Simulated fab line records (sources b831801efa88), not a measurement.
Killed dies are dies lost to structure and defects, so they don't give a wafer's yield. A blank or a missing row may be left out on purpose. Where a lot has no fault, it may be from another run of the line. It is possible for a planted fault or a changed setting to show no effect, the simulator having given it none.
fab line records ; flow sky130
record lots=6; wafers=18; last_day=49
route steps=708 shown CONTACT@432 METAL1@434
lots that met no fault: from a run of the same line without faults
start_h: hours from the record's first day to the start of the lot's first wafer shown ; wait_h: how many hours have passed since the lot's step before this one ; " identical to the entry in the row above ; L1.1+2: a single row standing in for several wafers ; - value missing, or start not given ; * or withheld: withheld ; < > ~ a bound
route shown NAME@n: NAME is a module with steps in the file, n the number in the route of the first one ; usual: mean/standard deviation of fault-free wafers ; same: alike in all rows ; chamber/n: place in a boat ; sites: per-site readings ; _std_site: their standard deviation ; _edge_site: outer sites' mean less inner sites' ; radius_mm: for every site, how far away it sits from the centre of the wafer ; mask NAME#n: copy n ; behind: the tool/chamber that last shaped the wafer ; hold: the reason the lot was held/the length of the hold in hours/how it ended ; device: transistor that didn't switch, given as n, p or np ; end of line: the same wafers' tests at the end of the route ; step lacking rows: just its recipe ; killed: count of dies lost to structure and defects at first sort (not the wafer's yield) ; map: per-die view of a wafer (x killed, . not killed, _ where there is no die)
set.NAME: the setting that was run; set.NAME@STEP: the one run at that earlier step ; model.NAME: the simulator's own value behind a step, which no gauge read
lots at some steps of the route; a table a step, a row a wafer
services: the hour from which a tool's chamber was out of use, counted from the record's first day as start_h (under 0 if before that day), plus the number of hours and why
## steps
# step SKY_CONTACT_THK_MEAS_26
# recipe thk_meas_gauge=xrf; reads=W_of_CONTACT_CVD_24
# usual CONTACT_W_THK=339/4.1
lot.wafer;tool;chamber;start_h;wait_h;CONTACT_W_THK[nm]
L205.1;film_metro-04;-;741.27;0.1;337
L205.4;film_metro-04;-;741.27;0.1;337
L205.6;film_metro-04;-;741.27;0.1;333
L210.3;film_metro-01;-;807.66;0.1;341
L210.5;film_metro-01;-;807.66;0.1;343
L210.6;film_metro-01;-;807.66;0.1;344
L213.1;film_metro-01;-;809.34;0.1;348
L213.2;film_metro-01;-;809.34;0.1;348
L213.3;film_metro-01;-;809.34;0.1;342
L214.1;film_metro-02;-;810.04;0.1;337
L214.2;film_metro-02;-;810.04;0.1;336
L214.4;film_metro-02;-;810.04;0.1;338
L219.3;film_metro-04;-;855.21;0.1;332
L219.5;film_metro-04;-;855.21;0.1;340
L219.6;film_metro-04;-;855.21;0.1;340
L222.2;film_metro-04;-;869.96;0.1;340
L222.4;film_metro-04;-;869.96;0.1;334
L222.5;film_metro-04;-;869.96;0.1;334
# step SKY_CONTACT_CMP_27
# recipe stop_on=SiO2; t_overpolish_s=15; down_force_psi=3.5; platen_rpm=60; target_thk_nm=0; pad_velocity_m_s=0.94248
# usual motor_current_A=10.8/0.91; overpolish_run_s=15.000/0.0092; slurry_flow_ml_min=150.0/0.45; time_to_endpoint_s=79/3
lot.wafer;tool;chamber;start_h;wait_h;motor_current_A;overpolish_run_s;slurry_flow_ml_min;time_to_endpoint_s
L205.4;cmp-01;3;741.33;0.0;11.8;15.010;149.1;81
L205.1;cmp-01;0;741.33;0.0;11.0;15.011;150.5;80
L205.6;cmp-01;0;741.33;0.0;11.8;15.009;150.4;78
L210.3;cmp-01;3;807.85;0.2;10.6;14.999;149.6;79
L210.6;cmp-01;0;807.85;0.2;11.0;14.988;150.1;77
L210.5;cmp-01;1;807.85;0.2;9.4;15.009;150.2;79
L213.2;cmp-01;3;809.40;0.0;11.5;15.001;150.7;83
L213.1;cmp-01;1;809.40;0.0;9.3;15.002;150.5;82
L213.3;cmp-01;2;809.40;0.0;11.7;15.015;151.1;80
L214.4;cmp-02;0;810.10;0.0;10.5;15.015;149.9;79
L214.2;cmp-02;1;810.10;0.0;9.0;14.999;149.2;81
L214.1;cmp-02;2;810.10;0.0;9.2;15.008;151.0;80
L219.3;cmp-01;3;855.25;0.0;11.7;14.997;150.0;76
L219.5;cmp-01;3;855.25;0.0;11.6;15.002;150.0;79
L219.6;cmp-01;0;855.25;0.0;11.2;15.022;150.3;76
L222.4;cmp-02;1;870.01;0.0;9.9;15.000;149.8;78
L222.2;cmp-02;2;870.01;0.0;9.7;15.014;149.6;77
L222.5;cmp-02;2;870.01;0.0;9.8;15.003;150.2;76
# step SKY_METAL1_SPUTTER_00
# recipe material=Ti; target_thk_nm=15; power_w=3000; time_s=10; chamber_pressure_pa=0.4
# usual throttle_valve_pct=29.9/0.98
lot.wafer;tool;chamber;start_h;wait_h;throttle_valve_pct
L205.1;pvd_sputter-04;-;741.63;0.2;29.3
L205.4;pvd_sputter-04;-;741.63;0.2;31.5
L205.6;pvd_sputter-04;-;741.63;0.2;31.5
L210.3;pvd_sputter-02;-;808.00;0.1;29.1
L210.5;pvd_sputter-02;-;808.00;0.1;29.1
L210.6;pvd_sputter-02;-;808.00;0.1;29.6
L213.1;pvd_sputter-01;-;809.70;0.1;29.7
L213.2;pvd_sputter-01;-;809.70;0.1;30.6
L213.3;pvd_sputter-01;-;809.70;0.1;31.4
L214.1;pvd_sputter-04;-;810.40;0.1;31.1
L214.2;pvd_sputter-04;-;810.40;0.1;28.5
L214.4;pvd_sputter-04;-;810.40;0.1;29.2
L219.3;pvd_sputter-02;-;855.55;0.2;29.1
L219.5;pvd_sputter-02;-;855.55;0.2;29.9
L219.6;pvd_sputter-02;-;855.55;0.2;28.9
L222.2;pvd_sputter-02;-;870.31;0.2;29.4
L222.4;pvd_sputter-02;-;870.31;0.2;28.9
L222.5;pvd_sputter-02;-;870.31;0.2;29.1
# step SKY_METAL1_SPUTTER_01
# recipe material=TiN; target_thk_nm=20; power_w=6500; time_s=16.7; chamber_pressure_pa=0.4
# usual throttle_valve_pct=30.0/0.98
lot.wafer;tool;chamber;start_h;wait_h;throttle_valve_pct
L205.1;pvd_sputter-04;-;741.66;0.0;29.4
L205.4;pvd_sputter-04;-;741.66;0.0;31.4
L205.6;pvd_sputter-04;-;741.66;0.0;31.5
L210.3;pvd_sputter-02;-;808.02;0.0;29.3
L210.5;pvd_sputter-02;-;808.02;0.0;29.3
L210.6;pvd_sputter-02;-;808.02;0.0;29.8
L213.1;pvd_sputter-01;-;809.72;0.0;29.6
L213.2;pvd_sputter-01;-;809.72;0.0;30.8
L213.3;pvd_sputter-01;-;809.72;0.0;31.1
L214.1;pvd_sputter-04;-;810.42;0.0;31.2
L214.2;pvd_sputter-04;-;810.42;0.0;28.2
L214.4;pvd_sputter-04;-;810.42;0.0;29.5
L219.3;pvd_sputter-02;-;855.57;0.0;29.3
L219.5;pvd_sputter-02;-;855.57;0.0;29.7
L219.6;pvd_sputter-02;-;855.57;0.0;28.6
L222.2;pvd_sputter-02;-;870.34;0.0;29.6
L222.4;pvd_sputter-02;-;870.34;0.0;29.1
L222.5;pvd_sputter-02;-;870.34;0.0;29.6
# step SKY_METAL1_SPUTTER_02
# recipe material=AlCu; target_thk_nm=250; power_w=10600; time_s=13.3; chamber_pressure_pa=0.4
# step SKY_METAL1_SPUTTER_03
# recipe material=Ti; target_thk_nm=5; power_w=3000; time_s=3.3; chamber_pressure_pa=0.4
# usual throttle_valve_pct=30.0/0.97
lot.wafer;tool;chamber;start_h;wait_h;throttle_valve_pct
L205.1;pvd_sputter-04;-;741.71;0.0;29.5
L205.4;pvd_sputter-04;-;741.71;0.0;31.4
L205.6;pvd_sputter-04;-;741.71;0.0;31.6
L210.3;pvd_sputter-02;-;808.07;0.0;29.3
L210.5;pvd_sputter-02;-;808.07;0.0;29.4
L210.6;pvd_sputter-02;-;808.07;0.0;29.9
L213.1;pvd_sputter-01;-;809.77;0.0;29.8
L213.2;pvd_sputter-01;-;809.77;0.0;30.9
L213.3;pvd_sputter-01;-;809.77;0.0;31.3
L214.1;pvd_sputter-04;-;810.47;0.0;31.3
L214.2;pvd_sputter-04;-;810.47;0.0;28.6
L214.4;pvd_sputter-04;-;810.47;0.0;29.3
L219.3;pvd_sputter-02;-;855.62;0.0;29.3
L219.5;pvd_sputter-02;-;855.62;0.0;29.8
L219.6;pvd_sputter-02;-;855.62;0.0;29.0
L222.2;pvd_sputter-02;-;870.39;0.0;29.4
L222.4;pvd_sputter-02;-;870.39;0.0;29.2
L222.5;pvd_sputter-02;-;870.39;0.0;29.4
# step SKY_METAL1_SPUTTER_04
# recipe material=TiN; target_thk_nm=70; power_w=6500; time_s=58.3; chamber_pressure_pa=0.4
# usual throttle_valve_pct=30.0/0.97
lot.wafer;tool;chamber;start_h;wait_h;throttle_valve_pct
L205.1;pvd_sputter-04;-;741.72;0.0;29.4
L205.4;pvd_sputter-04;-;741.72;0.0;31.4
L205.6;pvd_sputter-04;-;741.72;0.0;31.4
L210.3;pvd_sputter-02;-;808.09;0.0;29.2
L210.5;pvd_sputter-02;-;808.09;0.0;28.9
L210.6;pvd_sputter-02;-;808.09;0.0;29.7
L213.1;pvd_sputter-01;-;809.79;0.0;29.6
L213.2;pvd_sputter-01;-;809.79;0.0;30.6
L213.3;pvd_sputter-01;-;809.79;0.0;31.2
L214.1;pvd_sputter-04;-;810.49;0.0;31.5
L214.2;pvd_sputter-04;-;810.49;0.0;28.6
L214.4;pvd_sputter-04;-;810.49;0.0;29.5
L219.3;pvd_sputter-02;-;855.64;0.0;29.4
L219.5;pvd_sputter-02;-;855.64;0.0;29.6
L219.6;pvd_sputter-02;-;855.64;0.0;29.1
L222.2;pvd_sputter-02;-;870.41;0.0;30.0
L222.4;pvd_sputter-02;-;870.41;0.0;28.9
L222.5;pvd_sputter-02;-;870.41;0.0;29.3
# step SKY_METAL1_RS_MEAS_05
# recipe thk_meas_gauge=four-point-probe; reads=TiN_of_METAL1_SPUTTER_04+Ti_of_METAL1_SPUTTER_03+AlCu_of_METAL1_SPUTTER_02+TiN_of_METAL1_SPUTTER_01+Ti_of_METAL1_SPUTTER_00
# usual METAL1_ALCU_RS=0.1269/0.0014
lot.wafer;tool;chamber;start_h;wait_h;METAL1_ALCU_RS[ohm/sq]
L205.1;film_metro-03;-;741.77;0.0;0.1256
L205.4;film_metro-03;-;741.77;0.0;0.1258
L205.6;film_metro-03;-;741.77;0.0;0.1256
L210.3;film_metro-02;-;808.18;0.1;0.1247
L210.5;film_metro-02;-;808.18;0.1;0.1252
L210.6;film_metro-02;-;808.18;0.1;0.1249
L213.1;film_metro-03;-;809.84;0.0;0.1288
L213.2;film_metro-03;-;809.84;0.0;0.1274
L213.3;film_metro-03;-;809.84;0.0;0.1280
L214.1;film_metro-03;-;810.54;0.0;0.1250
L214.2;film_metro-03;-;810.54;0.0;0.1247
L214.4;film_metro-03;-;810.54;0.0;0.1240
L219.3;film_metro-03;-;855.73;0.1;0.1285
L219.5;film_metro-03;-;855.73;0.1;0.1280
L219.6;film_metro-03;-;855.73;0.1;0.1283
L222.2;film_metro-04;-;870.47;0.0;0.1245
L222.4;film_metro-04;-;870.47;0.0;0.1252
L222.5;film_metro-04;-;870.47;0.0;0.1253
# step SKY_METAL1_THK_MEAS_06
# recipe thk_meas_gauge=xrf; reads=AlCu_of_METAL1_SPUTTER_02
# usual METAL1_ALCU_THK=247/3.1
lot.wafer;tool;chamber;start_h;wait_h;METAL1_ALCU_THK[nm]
L205.1;film_metro-03;-;741.89;0.1;248
L205.4;film_metro-03;-;741.89;0.1;250
L205.6;film_metro-03;-;741.89;0.1;250
L210.3;film_metro-02;-;808.28;0.1;249
L210.5;film_metro-02;-;808.28;0.1;252
L210.6;film_metro-02;-;808.28;0.1;248
L213.1;film_metro-03;-;809.96;0.1;244
L213.2;film_metro-03;-;809.96;0.1;246
L213.3;film_metro-03;-;809.96;0.1;246
L214.1;film_metro-03;-;810.66;0.1;253
L214.2;film_metro-03;-;810.66;0.1;252
L214.4;film_metro-03;-;810.66;0.1;253
L219.3;film_metro-03;-;855.83;0.1;245
L219.5;film_metro-03;-;855.83;0.1;246
L219.6;film_metro-03;-;855.83;0.1;243
L222.2;film_metro-04;-;870.58;0.1;254
L222.4;film_metro-04;-;870.58;0.1;251
L222.5;film_metro-04;-;870.58;0.1;251
# step SKY_METAL1_DEHYDRATE_07
# recipe temp_c=200; time_s=60
# step SKY_METAL1_HMDS_08
# recipe prime_time_s=60; prime_temp_c=120
# step SKY_METAL1_COAT_09
# recipe resist=BARC; temp_c=withheld; time_s=withheld; spin_rpm=3000; resist_thk_nm=60
# step SKY_METAL1_COAT_10
# recipe resist=KrF-thick; spin_rpm=3000; resist_thk_nm=450
# usual exhaust_pa=44.9/0.95; spin_speed_rpm=3000.1/1.9
lot.wafer;tool;chamber;start_h;wait_h;exhaust_pa;spin_speed_rpm;model.KrF-thick_of_METAL1_COAT_10.thk_nm
L205.1;litho_track-03;0;755;-;46.0;3000.2;447.5
L205.4;litho_track-03;0;755;-;46.5;3001.6;449
L205.6;litho_track-03;0;755;-;45.8;3002.4;447.8
L210.3;litho_track-01;0;820;-;43.8;2999.6;452.6
L210.5;litho_track-01;0;820;-;43.0;3000.4;451.6
L210.6;litho_track-01;0;820;-;43.9;3000.8;451.4
L213.1;litho_track-01;0;822;-;46.0;2996.8;450.4
L213.2;litho_track-01;0;822;-;46.5;3000.2;449.4
L213.3;litho_track-01;0;822;-;44.8;2999.4;449.9
L214.1;litho_track-04;0;823;-;44.8;2998.4;449.6
L214.2;litho_track-04;0;823;-;46.5;2998.1;449.9
L214.4;litho_track-04;0;823;-;47.3;2998.0;449.8
L219.3;litho_track-04;0;868;-;43.6;3342.1;427.5
L219.5;litho_track-04;0;868;-;44.2;3343.4;426
L219.6;litho_track-04;0;868;-;43.5;3343.8;426.6
L222.2;litho_track-04;0;883;-;44.4;3345.9;427.6
L222.4;litho_track-04;0;883;-;44.8;3344.1;428.2
L222.5;litho_track-04;0;883;-;45.1;3342.9;427.3
# step SKY_METAL1_SOFTBAKE_11
# recipe temp_c=100; time_s=87.81; resist=KrF-thick
# step SKY_METAL1_EXPOSE_12
# recipe mask_id=MM1; na=0.8; source_shape=annular; sigma_inner=0.55; sigma_outer=0.85; target_cd_nm=140; dose_mj=28
# step SKY_METAL1_PEB_13
# recipe peb_temp_c=withheld; peb_time_s=withheld; resist=KrF-thick
# step SKY_METAL1_DEVELOP_14
# recipe develop_time_s=60; resist=KrF-thick; dev_temp_c=21
# step SKY_METAL1_CD_MEAS_15
# recipe target_cd_nm=140
# usual cd_nm=140.0/1.2
lot.wafer;tool;chamber;start_h;wait_h;cd_nm
L205.1;cd_sem-02;-;769.20;-;137.5
L205.4;cd_sem-02;-;769.20;-;138.0
L205.6;cd_sem-02;-;769.20;-;138.0
L210.3;cd_sem-02;-;834.68;-;138.8
L210.5;cd_sem-02;-;834.68;-;139.7
L210.6;cd_sem-02;-;834.68;-;139.0
L213.1;cd_sem-02;-;836.54;-;141.6
L213.2;cd_sem-02;-;836.54;-;141.6
L213.3;cd_sem-02;-;836.54;-;142.5
L214.1;cd_sem-01;-;837.49;-;138.7
L214.2;cd_sem-01;-;837.49;-;140.0
L214.4;cd_sem-01;-;837.49;-;138.8
L219.3;cd_sem-02;-;881.98;-;139.5
L219.5;cd_sem-02;-;881.98;-;139.9
L219.6;cd_sem-02;-;881.98;-;138.6
L222.2;cd_sem-01;-;895.62;-;140.8
L222.4;cd_sem-01;-;895.62;-;138.4
L222.5;cd_sem-01;-;895.62;-;140.5
# step SKY_METAL1_OVL_MEAS_16
# usual METAL1_OVL=-4/5.8
lot.wafer;tool;chamber;start_h;wait_h;METAL1_OVL[nm]
L205.1;overlay-02;-;769.32;0.1;1
L205.4;overlay-02;-;769.32;0.1;-4
L205.6;overlay-02;-;769.32;0.1;2
L210.3;overlay-02;-;834.77;0.1;-4
L210.5;overlay-02;-;834.77;0.1;6
L210.6;overlay-02;-;834.77;0.1;-1
L213.1;overlay-01;-;836.66;0.1;-11
L213.2;overlay-01;-;836.66;0.1;-6
L213.3;overlay-01;-;836.66;0.1;-7
L214.1;overlay-01;-;837.61;0.1;-14
L214.2;overlay-01;-;837.61;0.1;-9
L214.4;overlay-01;-;837.61;0.1;-16
L219.3;overlay-02;-;882.08;0.1;3
L219.5;overlay-02;-;882.08;0.1;-6
L219.6;overlay-02;-;882.08;0.1;3
L222.2;overlay-02;-;895.72;0.1;-6
L222.4;overlay-02;-;895.72;0.1;0
L222.5;overlay-02;-;895.72;0.1;-6
# step SKY_METAL1_DESCUM_17
# recipe chemistry=O2; source_power_w=150; bias_power_w=0; pressure_mtorr=10; temp_c=40; time_s=8
# step SKY_METAL1_ETCH_18
# recipe chemistry=N2/H2; target=BARC; ion_energy_ev=200; bias_w=100; pressure_mtorr=30; n2_flow_sccm=100; h2_flow_sccm=200; icp_w=500; stop_on=SiO2; time_s=45.9; target_depth_a=600
# step SKY_METAL1_METAL_ETCH_19
# recipe target_depth_a=3600; stop_on=SiO2; over_etch_frac=0.3; time_s=78; chemistry=Cl2/BCl3; resist_sidewall_deg=88; pressure_mtorr=10; icp_w=900; bias_w=48.5; Cl2_flow_sccm=60; bcl3_flow_sccm=30
# usual drypump_motor_current_A=5.78/0.27; he_backside_leak_sccm=3.39/0.19; oes_product_au=0.854/0.0062; throttle_valve_pct=22.264/0.011
lot.wafer;tool;chamber;start_h;wait_h;drypump_motor_current_A;he_backside_leak_sccm;oes_product_au;rf_hours_counter_h;throttle_valve_pct;model.KrF-thick_of_METAL1_COAT_10.thk_nm
L205.1;rie_metal-01;0;769.45;0.0;5.69;3.47;0.860;4;22.262;159.9
L205.4;rie_metal-01;0;769.45;0.0;5.68;3.50;0.852;-;22.269;161.6
L205.6;rie_metal-01;0;769.45;0.0;5.68;3.24;0.854;-;22.265;159.7
L210.3;rie_metal-01;1;834.92;0.1;5.97;3.39;0.866;-;22.268;162.3
L210.5;rie_metal-01;1;834.92;0.1;6.00;3.63;0.861;-;22.269;159.3
L210.6;rie_metal-01;0;834.92;0.1;5.66;3.64;0.866;-;22.254;163.3
L213.1;rie_metal-02;1;836.80;0.0;5.06;3.29;0.851;15;22.281;162.3
L213.2;rie_metal-02;0;836.80;0.0;5.97;3.34;0.856;3;22.246;155.4
L213.3;rie_metal-02;1;836.80;0.0;5.04;3.24;0.859;-;22.263;160.9
L214.1;rie_metal-04;0;837.75;0.0;5.77;3.60;0.862;1;22.261;155.7
L214.2;rie_metal-04;1;837.75;0.0;5.97;3.16;0.845;12;22.253;157.4
L214.4;rie_metal-04;0;837.75;0.0;5.78;3.37;0.863;-;22.270;155.2
L219.3;rie_metal-01;1;882.22;0.1;5.95;3.64;0.853;-;22.253;136.7
L219.5;rie_metal-01;0;882.22;0.1;5.69;3.58;0.853;-;22.261;135.6
L219.6;rie_metal-01;1;882.22;0.1;5.99;3.52;0.851;-;22.265;134.6
L222.2;rie_metal-04;1;895.85;0.0;5.94;3.38;0.866;14;22.243;134.2
L222.4;rie_metal-04;1;895.85;0.0;5.95;3.02;0.859;-;22.273;133
L222.5;rie_metal-04;0;895.85;0.0;5.79;3.43;0.857;-;22.268;132.3
# step SKY_METAL1_STRIP_20
# recipe chemistry=O2/N2; power_w=1400; pressure_mtorr=1500; platen_temp_c=withheld; o2_flow_sccm=3000; n2_flow_sccm=300; overash_fraction=0.5
# usual drypump_motor_current_A=5.4/0.36; oes_product_au=0.343/0.0051; strip_time_to_endpoint_s=2.69/0.041
lot.wafer;tool;chamber;start_h;wait_h;drypump_motor_current_A;oes_product_au;rf_hours_counter_h;strip_time_to_endpoint_s
L205.1;plasma_asher-01;1;769.54;0.1;5.5;0.340;66;2.72
L205.4;plasma_asher-01;0;769.54;0.1;5.5;0.336;-;2.72
L205.6;plasma_asher-01;0;769.54;0.1;5.5;0.334;-;2.71
L210.3;plasma_asher-01;0;835.02;0.1;5.4;0.346;-;2.72
L210.5;plasma_asher-01;0;835.02;0.1;5.5;0.348;-;2.71
L210.6;plasma_asher-01;1;835.02;0.1;5.5;0.346;-;2.74
L213.1;plasma_asher-04;1;836.89;0.1;5.1;0.345;99;2.73
L213.2;plasma_asher-04;0;836.89;0.1;5.7;0.347;99;2.67
L213.3;plasma_asher-04;1;836.89;0.1;5.0;0.348;-;2.72
L214.1;plasma_asher-02;1;837.84;0.1;4.7;0.339;9;2.66
L214.2;plasma_asher-02;0;837.84;0.1;5.9;0.338;9;2.68
L214.4;plasma_asher-02;0;837.84;0.1;5.8;0.347;-;2.65
L219.3;plasma_asher-04;0;882.32;0.1;5.6;0.332;-;2.45
L219.5;plasma_asher-04;0;882.32;0.1;5.6;0.338;-;2.44
L219.6;plasma_asher-04;1;882.32;0.1;5.1;0.329;-;2.42
L222.2;plasma_asher-04;0;895.94;0.1;5.7;0.331;105;2.41
L222.4;plasma_asher-04;1;895.94;0.1;5.0;0.339;-;2.41
L222.5;plasma_asher-04;1;895.94;0.1;5.0;0.339;-;2.40
# step SKY_METAL1_STRIP_21
# recipe chemistry=post_etch_residue_remover; time_s=1200; temp_c=72.5
## services
tool;chamber;start_h;hours;kind
cmp-01;-;722.53;5.2;pm
plasma_asher-02;-;733.75;9.0;pm
rie_metal-04;0;737.02;2.4;repair
plasma_asher-01;-;738.37;2.1;repair
cmp-02;-;744.00;4.0;pm
cmp-02;-;752.54;1.6;repair
rie_metal-04;-;755.63;2.8;pm
plasma_asher-01;-;761.39;0.6;repair
pvd_sputter-04;1;761.93;-;consumable_replace:kit
pvd_sputter-04;1;761.93;18.0;scheduled_down
pvd_sputter-04;1;761.93;18.0;vent_cycle
cmp-01;-;785.94;0.7;repair
plasma_asher-02;-;822.15;2.8;pm
cmp-02;-;851.36;11.3;repair
rie_metal-01;0;854.35;18.2;repair
pvd_sputter-02;2;854.70;-;consumable_replace:kit
pvd_sputter-02;2;854.70;18.0;scheduled_down
pvd_sputter-02;2;854.70;18.0;vent_cycle
cmp-02;-;870.86;1.5;repair
pvd_sputter-01;1;871.67;-;consumable_replace:kit
pvd_sputter-01;1;871.67;18.0;scheduled_down
pvd_sputter-04;-;880.99;3.0;repair
cmp-01;-;889.07;2.8;repair
cmp-02;-;895.24;4.6;pm
## key
first_sign step=SKY_METAL1_COAT_10; reading=spin_speed_rpm; direction=up; sigmas=99+; usual=3000.1; struck=3343.7
effect step=SKY_METAL1_STRIP_20; reading=strip_time_to_endpoint_s; direction=down; sigmas=6.5; usual=*; struck=*
model_effect step=SKY_METAL1_COAT_10; value=KrF-thick_of_METAL1_COAT_10.thk_nm; without=451; struck=427.2
model_effect step=SKY_METAL1_METAL_ETCH_19; value=KrF-thick_of_METAL1_COAT_10.thk_nm; without=158.3; struck=134.4
met_at SKY_METAL1_COAT_10
struck_wafers L219.3,L219.5,L219.6,L222.2,L222.4,L222.5
onset_between 823 868
fault kind=process_parameter_drift; tool=litho_track-04; chamber=-; onset_h=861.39; steps=SKY_METAL1_COAT_10; channel=spin_rpm; offset=344.41; shape=step; end_h=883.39; acts_in=these_recipes_only; stated=3000
